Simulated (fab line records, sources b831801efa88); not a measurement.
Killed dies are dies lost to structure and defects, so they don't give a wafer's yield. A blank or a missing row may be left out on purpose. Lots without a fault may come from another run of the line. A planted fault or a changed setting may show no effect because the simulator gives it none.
fab line records | flow sky130
record lots=12 wafers=36 last_day=50
route steps=708 shown SONOS_ONO@171 LDD_N@244 LDD_LDN@301 PAD_OPEN@708
lots that met no fault: from a run of the same line without faults
start_h: hours from the record's first day to the start of the lot's first wafer shown | wait_h: hours since the lot's step before | " the same as in the row above | L1.1+2: a row that stands for several wafers | - no value, or no start given | * or withheld: withheld | < > ~ a bound
route shown NAME@n: a module of which the file shows steps, and the number in the route of the first | usual: mean/standard deviation of fault-free wafers | same: alike in all rows | chamber/n: place in a boat | sites: the reading at each site | _std_site: their standard deviation | _edge_site: outer sites' mean less inner sites' | radius_mm: how far each site lies from the wafer's centre | mask NAME#n: copy n | behind: the tool/chamber that last shaped the wafer | hold: why the lot was held/for how many hours/how that ended | device: the transistor (n, p or np) that didn't switch | end of line: the same wafers' tests at the end of the route | a step without rows: its recipe alone | killed: dies lost to structure and defects at the first sort, not the wafer's yield | map: a wafer's dies, x killed, . not, _ none there
set.NAME: the setting as run; set.NAME@STEP: as run at that earlier step | model.NAME: the simulator's own value behind a step, which no gauge read
steps of the route over a sample of lots; a table a step, a row a wafer
services: from which hour (start_h, from the record's first day; less than 0 if before it) a tool's chamber was out of use, for how many hours, and why
## steps
# step SKY_SONOS_ONO_THK_MEAS_03
# recipe reads=Si3N4_of_SONOS_ONO_CVD_02
# usual SONOS_ONO_CVD_02_THK=10.52/0.12
# columns lot.wafer tool chamber start_h wait_h SONOS_ONO_CVD_02_THK[nm]
L624.1 film_metro-03 - 282.65 0.0 10.64
L624.3 " - " " 10.45
L624.6 " - " " 10.53
L627.2 film_metro-03 - 304.54 0.0 10.34
L627.5 " - " " 10.43
L627.6 " - " " 10.50
L626.1 film_metro-01 - 305.58 0.0 10.63
L626.4 " - " " 10.50
L626.5 " - " " 10.56
L628.1 film_metro-03 - 320.58 0.0 10.74
L628.4 " - " " 10.59
L628.5 " - " " 10.73
L630.1 film_metro-04 - 334.53 0.0 10.44
L630.3 " - " " 10.40
L630.5 " - " " 10.33
L633.3 film_metro-04 - 341.94 0.0 10.39
L633.5 " - " " 10.42
L633.6 " - " " 10.33
L640.2 film_metro-01 - 387.05 0.0 10.56
L640.4 " - " " 10.38
L640.5 " - " " 10.45
L641.3 film_metro-04 - 399.89 0.0 10.51
L641.4 " - " " 10.50
L641.6 " - " " 10.63
L642.1 film_metro-01 - 406.74 0.0 10.59
L642.4 " - " " 10.53
L642.5 " - " " 10.56
L644.2 film_metro-03 - 417.00 0.0 10.46
L644.4 " - " " 10.44
L644.5 " - " " 10.48
L645.1 film_metro-04 - 424.94 0.0 10.68
L645.3 " - " " 10.75
L645.5 " - " " 10.72
L647.1 film_metro-01 - 441.92 0.0 10.59
L647.2 " - " " 10.77
L647.6 " - " " 10.65
# step SKY_SONOS_ONO_STRIP_17
# recipe chemistry=O2/N2 power_w=1400 pressure_mtorr=1500 platen_temp_c=withheld o2_flow_sccm=3000 n2_flow_sccm=300 overash_fraction=0.5
# usual drypump_motor_current_A=5.5/0.53 o2_flow_sccm=3000/8.5 oes_product_au=0.709/0.0048 strip_time_to_endpoint_s=14.10/0.045
# columns lot.wafer tool chamber start_h wait_h drypump_motor_current_A o2_flow_sccm oes_product_au rf_hours_counter_h strip_time_to_endpoint_s
L624.1 plasma_asher-02 1 309.42 0.0 5.9 3016 0.711 18 14.07
L624.3 " 0 " " 4.7 2990 0.714 - 14.08
L624.6 " 1 " " 5.9 3002 0.714 - 14.09
L627.2 plasma_asher-02 0 332.37 0.0 4.8 2997 0.707 21 14.10
L627.5 " 0 " " 4.8 3003 0.710 - 14.11
L627.6 " 1 " " 5.9 3015 0.709 - 14.13
L626.1 plasma_asher-02 0 333.77 0.0 4.7 2997 0.713 21 14.07
L626.4 " 0 " " 4.8 3000 0.709 - 14.10
L626.5 " 0 " " 4.7 2994 0.711 - 14.06
L628.1 plasma_asher-01 0 350.42 0.0 5.2 3000 0.709 67 14.08
L628.4 " 0 " " 5.3 2989 0.717 - 14.10
L628.5 " 0 " " 5.3 2994 0.712 - 14.12
L630.1 plasma_asher-04 1 363.18 0.0 6.0 2995 0.704 70 14.07
L630.3 " 1 " " 6.0 2996 0.710 - 14.12
L630.5 " 1 " " 6.0 3001 0.708 - 14.13
L633.3 plasma_asher-02 0 370.91 0.0 4.8 2982 0.706 - 14.15
L633.5 " 0 " " 4.8 2983 0.709 - 14.13
L633.6 " 1 " " 5.9 3003 0.708 - 14.14
L640.2 plasma_asher-01 1 416.43 0.0 6.2 3009 0.705 73 14.08
L640.4 " 0 " " 5.3 2997 0.697 - 14.04
L640.5 " 0 " " 5.3 3003 0.714 - 14.04
L641.3 plasma_asher-04 1 430.20 0.0 6.0 3001 0.703 - 14.14
L641.4 " 0 " " 5.2 2997 0.706 - 14.13
L641.6 " 0 " " 5.2 3010 0.706 - 14.16
L642.1 plasma_asher-02 1 436.36 0.0 5.9 2998 0.710 30 14.11
L642.4 " 1 " " 5.9 2994 0.707 - 14.10
L642.5 " 0 " " 4.8 2994 0.707 - 14.14
L644.2 plasma_asher-02 0 447.19 0.0 4.7 2989 0.711 32 14.09
L644.4 " 0 " " 4.8 2985 0.718 - 14.10
L644.5 " 1 " " 5.9 3023 0.705 - 14.07
L645.1 plasma_asher-04 0 456.97 0.0 5.2 3000 0.704 80 14.05
L645.3 " 0 " " 5.2 3008 0.707 - 14.08
L645.5 " 0 " " 5.2 3004 0.710 - 14.05
L647.1 plasma_asher-01 1 474.31 0.0 6.2 3017 0.707 4 14.04
L647.2 " 0 " " 5.2 2999 0.706 4 14.02
L647.6 " 1 " " 6.2 2983 0.707 - 14.04
# step SKY_LDD_N_OVL_MEAS_07
# usual LDD_N_OVL=0.4/1.3
# columns lot.wafer tool chamber start_h wait_h LDD_N_OVL[nm]
L624.1 overlay-02 - 437.00 0.1 1.0
L624.3 " - " " 1.6
L624.6 " - " " 1.2
L627.2 overlay-02 - 465.71 0.1 0.1
L627.5 " - " " 0.9
L627.6 " - " " 0.6
L626.1 overlay-02 - 466.00 0.1 0.0
L626.4 " - " " 1.1
L626.5 " - " " -0.3
L628.1 overlay-02 - 483.34 0.1 -1.7
L628.4 " - " " -0.7
L628.5 " - " " -2.6
L630.1 overlay-01 - 494.60 0.1 1.5
L630.3 " - " " 1.8
L630.5 " - " " 1.4
L633.3 overlay-01 - 508.57 0.1 -1.5
L633.5 " - " " 0.0
L633.6 " - " " -1.7
L640.2 overlay-02 - 552.30 0.1 1.8
L640.4 " - " " -0.5
L640.5 " - " " 1.1
L641.3 overlay-02 - 568.15 0.1 0.3
L641.4 " - " " 0.7
L641.6 " - " " 0.5
L642.1 overlay-02 - 569.15 0.1 -1.1
L642.4 " - " " -2.3
L642.5 " - " " -1.8
L644.2 overlay-01 - 576.81 0.1 1.2
L644.4 " - " " 0.8
L644.5 " - " " 2.5
L645.1 overlay-01 - 590.50 0.1 2.7
L645.3 " - " " 1.9
L645.5 " - " " 2.8
L647.1 overlay-01 - 600.99 0.1 2.5
L647.2 " - " " 1.2
L647.6 " - " " 1.4
# step SKY_LDD_LDN_STRIP_12
# recipe chemistry=O2/N2 power_w=1400 pressure_mtorr=1500 platen_temp_c=withheld o2_flow_sccm=3000 n2_flow_sccm=300 overash_fraction=0.5
# usual drypump_motor_current_A=5.5/0.53 o2_flow_sccm=3001/8.3 oes_product_au=0.716/0.004 strip_time_to_endpoint_s=14.16/0.049
# columns lot.wafer tool chamber start_h wait_h drypump_motor_current_A o2_flow_sccm oes_product_au rf_hours_counter_h strip_time_to_endpoint_s
L624.1 plasma_asher-01 1 561.39 0.1 6.2 3009 0.713 9 14.17
L624.3 " 0 " " 5.3 3009 0.718 - 14.22
L624.6 " 0 " " 5.3 2993 0.711 - 14.21
L627.2 plasma_asher-02 1 588.26 0.1 5.9 2995 0.721 44 14.16
L627.5 " 0 " " 4.7 2999 0.713 - 14.17
L627.6 " 1 " " 5.9 3007 0.716 - 14.13
L626.1 plasma_asher-01 1 588.49 0.1 6.2 3003 0.719 12 14.12
L626.4 " 0 " " 5.2 3002 0.719 - 14.14
L626.5 " 0 " " 5.2 3011 0.723 - 14.08
L628.1 plasma_asher-02 1 605.89 0.1 5.9 2991 0.723 46 14.18
L628.4 " 1 " " 5.9 2996 0.717 - 14.18
L628.5 " 0 " " 4.8 2999 0.714 - 14.16
L630.1 plasma_asher-01 1 615.79 0.1 6.2 3009 0.944 15 -
L630.3 " 0 " " 5.3 3004 0.946 - -
L630.5 " 1 " " 6.2 3001 0.944 - -
L633.3 plasma_asher-04 1 629.41 0.1 6.0 3004 0.714 - 14.12
L633.5 " 0 " " 5.2 2980 0.714 - 14.15
L633.6 " 1 " " 6.0 3000 0.712 - 14.14
L640.2 plasma_asher-04 0 669.61 0.2 5.2 3011 0.710 103 14.13
L640.4 " 0 " " 5.2 3006 0.716 - 14.12
L640.5 " 1 " " 6.0 3005 0.718 - 14.19
L641.3 plasma_asher-01 1 683.12 0.1 6.2 3010 0.717 - 14.10
L641.4 " 0 " " 5.3 3002 0.715 - 14.09
L641.6 " 1 " " 6.2 3015 0.723 - 14.11
L642.1 plasma_asher-02 0 685.78 0.1 4.8 3003 0.716 53 14.23
L642.4 " 1 " " 5.9 3003 0.712 - 14.22
L642.5 " 1 " " 5.9 3009 0.714 - 14.20
L644.2 plasma_asher-01 1 692.03 0.1 6.2 3024 0.719 23 14.25
L644.4 " 1 " " 6.2 3015 0.722 - 14.20
L644.5 " 1 " " 6.2 3018 0.716 - 14.22
L645.1 plasma_asher-01 0 705.28 0.1 5.2 2999 0.712 24 14.10
L645.3 " 1 " " 6.2 2999 0.719 - 14.04
L645.5 " 0 " " 5.3 3001 0.719 - 14.09
L647.1 plasma_asher-01 0 715.14 0.1 5.2 2990 0.714 25 14.19
L647.2 " 1 " " 6.2 3005 0.717 25 14.17
L647.6 " 0 " " 5.3 3007 0.717 - 14.19
# step SKY_PAD_OPEN_PROBE_99
# usual killed_at_M0_to_M3=44/6.9 killed_at_M4_up=3.3/1.7 killed_at_contacts=24/5.5 killed_at_front_end=16/4.5 killed_at_other=0.2/0.46 killed_dies=87/9.1 killed_on_rim=17/3.6 killed_open=48/7.3 killed_short=39/6.2
# same gross_dies=492 killed_at_back_side=0
# columns lot.wafer tool chamber start_h wait_h hold killed_at_M0_to_M3 killed_at_M4_up killed_at_contacts killed_at_front_end killed_at_other killed_dies killed_on_rim killed_open killed_short
L624.1 prober-01 - 1097.86 0.1 - 38 0 26 16 0 80 13 45 34
L624.3 prober-01 - 1097.96 0.2 - 52 4 25 21 1 103 19 62 40
L624.6 prober-01 - 1098.11 0.2 - 43 1 25 17 0 86 19 50 33
L627.2 prober-01 - 1114.64 0.1 - 38 3 29 8 0 78 22 48 30
L627.5 prober-01 - 1114.79 0.2 - 48 4 20 18 1 91 21 47 44
L627.6 prober-01 - 1114.84 0.2 - 40 3 19 15 0 77 18 37 39
L626.1 prober-02 - 1117.64 0.1 - 37 1 24 14 0 76 15 40 34
L626.4 prober-02 - 1117.79 0.2 - 39 5 24 21 1 90 18 49 39
L626.5 prober-02 - 1117.84 0.2 - 44 5 22 19 0 90 17 45 45
L628.1 prober-02 - 1126.41 0.1 - 47 0 29 19 0 95 22 37 58
L628.4 prober-02 - 1126.56 0.2 - 52 2 15 22 0 91 20 48 42
L628.5 prober-02 - 1126.61 0.2 - 43 1 30 20 0 94 20 49 45
L630.1 prober-02 - 1142.12 0.1 await_dispo/1.5h/scrap 33 1 27 431 0 492 96 36 37
L630.3 prober-02 - 1142.22 0.2 await_dispo/1.5h/scrap 47 2 30 413 0 492 96 63 36
L630.5 prober-02 - 1142.32 0.2 await_dispo/1.5h/scrap 43 4 26 418 1 492 96 45 41
L633.3 prober-01 - 1145.74 0.2 - 36 3 26 19 0 84 23 47 37
L633.5 prober-01 - 1145.84 0.2 - 38 3 37 15 0 93 21 53 39
L633.6 prober-01 - 1145.89 0.2 - 34 3 26 13 1 77 9 43 33
L640.2 prober-01 - 1176.51 0.1 - 58 6 25 19 0 108 23 57 51
L640.4 prober-01 - 1176.61 0.2 - 41 1 20 8 0 70 10 42 28
L640.5 prober-01 - 1176.66 0.2 - 44 3 21 19 0 87 14 45 42
L641.3 prober-02 - 1179.51 0.2 - 53 4 29 11 0 97 20 60 37
L641.4 prober-02 - 1179.56 0.2 - 47 1 22 21 2 93 22 45 48
L641.6 prober-02 - 1179.66 0.2 - 42 1 26 16 0 85 15 49 36
L642.1 prober-01 - 1180.42 0.1 - 38 3 28 18 0 87 18 40 47
L642.4 prober-01 - 1180.57 0.2 - 41 4 29 17 0 91 16 52 39
L642.5 prober-01 - 1180.62 0.2 - 63 5 26 15 0 109 15 56 53
L644.2 prober-01 - 1186.42 0.1 - 36 3 27 24 0 90 20 50 40
L644.4 prober-01 - 1186.52 0.2 - 43 4 23 10 0 80 15 46 33
L644.5 prober-01 - 1186.57 0.2 - 33 5 27 18 0 83 14 47 36
L645.1 prober-02 - 1195.77 0.1 - 44 5 13 14 0 76 14 44 31
L645.3 prober-02 - 1195.87 0.2 - 39 4 28 9 0 80 14 45 35
L645.5 prober-02 - 1195.97 0.2 - 41 3 19 19 0 82 11 52 30
L647.1 prober-02 - 1200.02 0.1 - 39 5 19 9 0 72 8 51 21
L647.2 prober-02 - 1200.07 0.1 - 66 4 22 13 0 105 18 61 44
L647.6 prober-02 - 1200.27 0.2 - 36 3 20 9 0 68 17 43 25
# killed by level:class
L624.1 LI_CONTACT:geometric_particle:open=10 METAL1:geometric_particle:short=9 CONTACT:geometric_particle:open=8 VIA2:geometric_particle:open=7 VIA1:geometric_particle:short=5 VIA1:geometric_particle:open=5 LOCAL_INTERCONNECT:geometric_particle:short=4 VIA2:geometric_particle:short=4
L624.3 VIA1:geometric_particle:open=13 CONTACT:geometric_particle:open=10 VIA3:geometric_particle:open=9 LI_CONTACT:geometric_particle:open=7 VIA1:geometric_particle:short=7 METAL2:geometric_particle:short=6 FIELD_ISO:geometric_particle:open=5 CONTACT:geometric_particle:short=4
L624.6 VIA1:geometric_particle:open=14 CONTACT:geometric_particle:open=10 LI_CONTACT:geometric_particle:open=6 LOCAL_INTERCONNECT:geometric_particle:short=5 METAL1:geometric_particle:short=5 VIA2:geometric_particle:short=5 FIELD_ISO:geometric_particle:short=4 VIA3:geometric_particle:open=4
L627.2 VIA1:geometric_particle:open=13 LI_CONTACT:geometric_particle:open=11 CONTACT:geometric_particle:open=10 LOCAL_INTERCONNECT:geometric_particle:short=5 VIA2:geometric_particle:open=4 METAL2:geometric_particle:short=4 METAL1:geometric_particle:short=3 VIA1:geometric_particle:short=3
L627.5 VIA1:geometric_particle:open=9 VIA3:geometric_particle:open=9 METAL1:geometric_particle:short=7 LI_CONTACT:geometric_particle:open=6 FIELD_ISO:geometric_particle:short=5 POLY_GATE:geometric_particle:open=5 LOCAL_INTERCONNECT:geometric_particle:short=5 CONTACT:geometric_particle:short=5
L627.6 VIA1:geometric_particle:open=9 FIELD_ISO:geometric_particle:short=6 METAL2:geometric_particle:short=6 CONTACT:geometric_particle:open=6 LI_CONTACT:geometric_particle:open=5 VIA2:geometric_particle:open=5 METAL3:geometric_particle:short=5 VIA3:geometric_particle:open=5
L626.1 VIA1:geometric_particle:open=13 FIELD_ISO:geometric_particle:short=7 CONTACT:geometric_particle:open=7 LI_CONTACT:geometric_particle:open=6 CONTACT:geometric_particle:short=6 METAL1:geometric_particle:short=5 VIA2:geometric_particle:short=4 VIA3:geometric_particle:open=4
L626.4 CONTACT:geometric_particle:open=10 METAL2:geometric_particle:short=8 VIA1:geometric_particle:open=7 VIA2:geometric_particle:open=6 FIELD_ISO:geometric_particle:open=5 LI_CONTACT:geometric_particle:open=5 FIELD_ISO:geometric_particle:short=4 SPACER:geometric_particle:open=4
L626.5 VIA1:geometric_particle:open=10 LI_CONTACT:geometric_particle:open=8 METAL2:geometric_particle:short=7 METAL1:geometric_particle:short=7 POLY_GATE:geometric_particle:short=6 CONTACT:geometric_particle:open=5 LOCAL_INTERCONNECT:geometric_particle:short=4 VIA2:geometric_particle:open=4
L628.1 METAL2:geometric_particle:short=8 VIA3:geometric_particle:short=8 FIELD_ISO:geometric_particle:short=7 CONTACT:geometric_particle:short=7 CONTACT:geometric_particle:open=7 VIA1:geometric_particle:open=7 LI_CONTACT:geometric_particle:open=6 VIA2:geometric_particle:open=6
L628.4 VIA1:geometric_particle:open=16 FIELD_ISO:geometric_particle:short=7 CONTACT:geometric_particle:open=7 METAL1:geometric_particle:short=7 VIA1:geometric_particle:short=6 FIELD_ISO:geometric_particle:open=4 POLY_GATE:geometric_particle:short=4 POLY_GATE:geometric_particle:open=4
L628.5 CONTACT:geometric_particle:open=11 METAL2:geometric_particle:short=8 VIA1:geometric_particle:open=8 VIA3:geometric_particle:open=8 CONTACT:geometric_particle:short=7 POLY_GATE:geometric_particle:short=6 LOCAL_INTERCONNECT:geometric_particle:short=6 VIA2:geometric_particle:open=6
L630.1 SPACER:area_cvd=417 CONTACT:geometric_particle:open=12 VIA2:geometric_particle:open=6 FIELD_ISO:geometric_particle:short=5 VIA1:geometric_particle:open=5 VIA1:geometric_particle:short=5 LOCAL_INTERCONNECT:geometric_particle:short=4 CONTACT:geometric_particle:short=4
L630.3 SPACER:area_cvd=393 CONTACT:geometric_particle:open=14 VIA3:geometric_particle:open=10 LI_CONTACT:geometric_particle:open=8 VIA1:geometric_particle:open=8 FIELD_ISO:geometric_particle:short=7 VIA2:geometric_particle:open=7 FIELD_ISO:geometric_particle:open=6
L630.5 SPACER:area_cvd=402 CONTACT:geometric_particle:open=10 VIA2:geometric_particle:open=8 METAL2:geometric_particle:short=8 VIA3:geometric_particle:open=7 LI_CONTACT:geometric_particle:open=6 CONTACT:geometric_particle:short=6 VIA1:geometric_particle:open=6
L633.3 CONTACT:geometric_particle:open=10 LI_CONTACT:geometric_particle:open=9 VIA2:geometric_particle:open=6 FIELD_ISO:geometric_particle:open=5 VIA3:geometric_particle:open=5 CONTACT:geometric_particle:short=5 METAL1:geometric_particle:short=5 VIA1:geometric_particle:short=5
L633.5 CONTACT:geometric_particle:open=18 VIA3:geometric_particle:open=9 CONTACT:geometric_particle:short=8 LI_CONTACT:geometric_particle:open=6 VIA1:geometric_particle:short=6 VIA2:geometric_particle:open=6 POLY_GATE:geometric_particle:short=4 VIA3:geometric_particle:short=4
L633.6 LI_CONTACT:geometric_particle:open=10 VIA1:geometric_particle:open=9 CONTACT:geometric_particle:open=6 METAL2:geometric_particle:short=5 LOCAL_INTERCONNECT:geometric_particle:short=4 CONTACT:geometric_particle:short=4 VIA3:geometric_particle:open=4 VIA3:geometric_particle:short=4
L640.2 VIA1:geometric_particle:open=12 CONTACT:geometric_particle:open=11 VIA1:geometric_particle:short=11 VIA2:geometric_particle:open=7 FIELD_ISO:geometric_particle:open=6 METAL1:geometric_particle:short=6 METAL4:geometric_particle:short=6 VIA3:geometric_particle:open=6
L640.4 CONTACT:geometric_particle:open=10 VIA1:geometric_particle:open=10 METAL1:geometric_particle:short=6 VIA3:geometric_particle:open=5 METAL2:geometric_particle:short=4 VIA2:geometric_particle:open=4 POLY_GATE:geometric_particle:open=3 LI_CONTACT:geometric_particle:open=3
L640.5 CONTACT:geometric_particle:open=11 VIA1:geometric_particle:open=9 POLY_GATE:geometric_particle:short=8 METAL1:geometric_particle:short=8 VIA2:geometric_particle:open=7 VIA1:geometric_particle:short=5 METAL2:geometric_particle:short=4 FIELD_ISO:geometric_particle:open=3
L641.3 VIA2:geometric_particle:open=13 CONTACT:geometric_particle:open=13 VIA3:geometric_particle:open=12 VIA1:geometric_particle:open=9 METAL1:geometric_particle:short=6 FIELD_ISO:geometric_particle:short=5 LI_CONTACT:geometric_particle:open=5 LI_CONTACT:geometric_particle:short=4
L641.4 VIA1:geometric_particle:open=9 VIA2:geometric_particle:open=9 FIELD_ISO:geometric_particle:short=7 METAL2:geometric_particle:short=7 METAL1:geometric_particle:short=6 CONTACT:geometric_particle:open=6 CONTACT:geometric_particle:short=6 FIELD_ISO:geometric_particle:open=5
L641.6 CONTACT:geometric_particle:open=13 VIA1:geometric_particle:open=10 VIA2:geometric_particle:open=8 CONTACT:geometric_particle:short=7 METAL2:geometric_particle:short=6 FIELD_ISO:geometric_particle:open=5 VIA3:geometric_particle:short=4 VIA3:geometric_particle:open=4
L642.1 CONTACT:geometric_particle:open=13 METAL1:geometric_particle:short=10 CONTACT:geometric_particle:short=8 VIA3:geometric_particle:open=6 LOCAL_INTERCONNECT:geometric_particle:short=5 FIELD_ISO:geometric_particle:open=4 POLY_GATE:geometric_particle:short=4 VIA3:geometric_particle:short=4
L642.4 LI_CONTACT:geometric_particle:open=11 VIA1:geometric_particle:open=10 CONTACT:geometric_particle:open=8 FIELD_ISO:geometric_particle:open=6 METAL1:geometric_particle:short=6 LOCAL_INTERCONNECT:geometric_particle:short=5 METAL2:geometric_particle:short=5 VIA2:geometric_particle:open=5
L642.5 VIA1:geometric_particle:open=16 METAL1:geometric_particle:short=12 CONTACT:geometric_particle:open=9 VIA2:geometric_particle:open=9 METAL3:geometric_particle:short=6 LI_CONTACT:geometric_particle:open=6 CONTACT:geometric_particle:short=6 FIELD_ISO:geometric_particle:open=5
L644.2 LI_CONTACT:geometric_particle:open=9 CONTACT:geometric_particle:open=9 METAL1:geometric_particle:short=7 METAL2:geometric_particle:short=6 POLY_GATE:geometric_particle:short=5 POLY_GATE:geometric_particle:open=5 CONTACT:geometric_particle:short=5 FIELD_ISO:geometric_particle:open=4
L644.4 VIA1:geometric_particle:open=11 VIA2:geometric_particle:open=11 METAL1:geometric_particle:short=8 LI_CONTACT:geometric_particle:open=7 CONTACT:geometric_particle:open=7 CONTACT:geometric_particle:short=5 METAL2:geometric_particle:short=4 POLY_GATE:geometric_particle:open=3
L644.5 CONTACT:geometric_particle:open=9 VIA1:geometric_particle:open=8 LI_CONTACT:geometric_particle:open=7 POLY_GATE:geometric_particle:open=6 VIA1:geometric_particle:short=5 METAL2:geometric_particle:short=5 VIA3:geometric_particle:open=5 POLY_GATE:geometric_particle:short=4
L645.1 VIA1:geometric_particle:open=12 VIA2:geometric_particle:open=7 LI_CONTACT:geometric_particle:open=6 VIA3:geometric_particle:open=6 VIA3:geometric_particle:short=5 FIELD_ISO:geometric_particle:open=4 VIA2:geometric_particle:short=4 POLY_CUT:geometric_particle:open=3
L645.3 VIA1:geometric_particle:open=13 LI_CONTACT:geometric_particle:open=11 LI_CONTACT:geometric_particle:short=6 CONTACT:geometric_particle:open=5 CONTACT:geometric_particle:short=5 METAL1:geometric_particle:short=5 METAL2:geometric_particle:short=5 FIELD_ISO:geometric_particle:open=4
L645.5 VIA1:geometric_particle:open=11 VIA3:geometric_particle:open=10 FIELD_ISO:geometric_particle:open=7 CONTACT:geometric_particle:open=7 VIA1:geometric_particle:short=7 POLY_GATE:geometric_particle:open=5 LI_CONTACT:geometric_particle:open=5 FIELD_ISO:geometric_particle:short=3
L647.1 CONTACT:geometric_particle:open=10 VIA3:geometric_particle:open=8 VIA2:geometric_particle:open=6 METAL2:geometric_particle:short=5 METAL2:geometric_particle:open=5 LI_CONTACT:geometric_particle:open=4 POLY_GATE:geometric_particle:open=3 METAL1:geometric_particle:short=3
L647.2 VIA1:geometric_particle:open=18 VIA3:geometric_particle:open=10 METAL1:geometric_particle:short=9 LI_CONTACT:geometric_particle:open=7 VIA2:geometric_particle:open=7 CONTACT:geometric_particle:open=6 LOCAL_INTERCONNECT:geometric_particle:short=5 VIA3:geometric_particle:short=5
L647.6 VIA1:geometric_particle:open=10 CONTACT:geometric_particle:open=8 LI_CONTACT:geometric_particle:open=7 VIA2:geometric_particle:open=7 METAL1:geometric_particle:short=4 CONTACT:geometric_particle:short=3 VIA1:geometric_particle:short=3 METAL2:geometric_particle:short=3
## services
# columns tool chamber start_h hours kind
plasma_asher-01 - 314.53 14.6 pm
plasma_asher-02 - 357.72 8.3 repair
plasma_asher-01 - 421.25 9.0 pm
plasma_asher-01 0 421.25 9.0 vent_cycle
plasma_asher-01 1 421.25 9.0 vent_cycle
plasma_asher-01 0 430.25 - clean
plasma_asher-01 1 430.25 - clean
plasma_asher-01 - 477.49 2.8 pm
plasma_asher-01 - 510.01 28.1 pm
plasma_asher-02 - 512.90 14.6 pm
plasma_asher-02 - 572.46 1.9 repair
plasma_asher-02 - 608.76 2.2 repair
plasma_asher-02 - 668.94 2.8 pm
## key
first_sign step=SKY_LDD_LDN_STRIP_12 reading=oes_product_au direction=up sigmas=57 usual=0.716 struck=0.945
effect step=SKY_PAD_OPEN_PROBE_99 reading=killed_at_front_end direction=up sigmas=90 usual=16 struck=421
more_kills_born_at SKY_SPACER_CVD_00@lpcvd-02=1212
met_at SKY_LDD_LDN_STRIP_12
struck_lots L630
later_rows_left_out L630.1,L630.3,L630.5
tester_left_out L630
not_acting_at SKY_SONOS_ONO_THK_MEAS_03,SKY_SONOS_ONO_STRIP_17,SKY_LDD_N_OVL_MEAS_07
onset_between 588.49 615.79
fault kind=strip_aborted tool=plasma_asher-01 chamber=- onset_h=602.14 steps=SKY_LDD_LDN_STRIP_12 offset=0.49399 end_h=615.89
# tester_left_out: of these lots the tester's yield and bins aren't shown, on N5 and GAA mostly nor the transistor test; their killed dies are dies lost to structure and defects alone, not to doping, threshold or leakage, so they don't give the yield
# later_rows_left_out: the simulator's readings of these wafers behind a module that went badly wrong aren't trusted and aren't shown, but for the sort
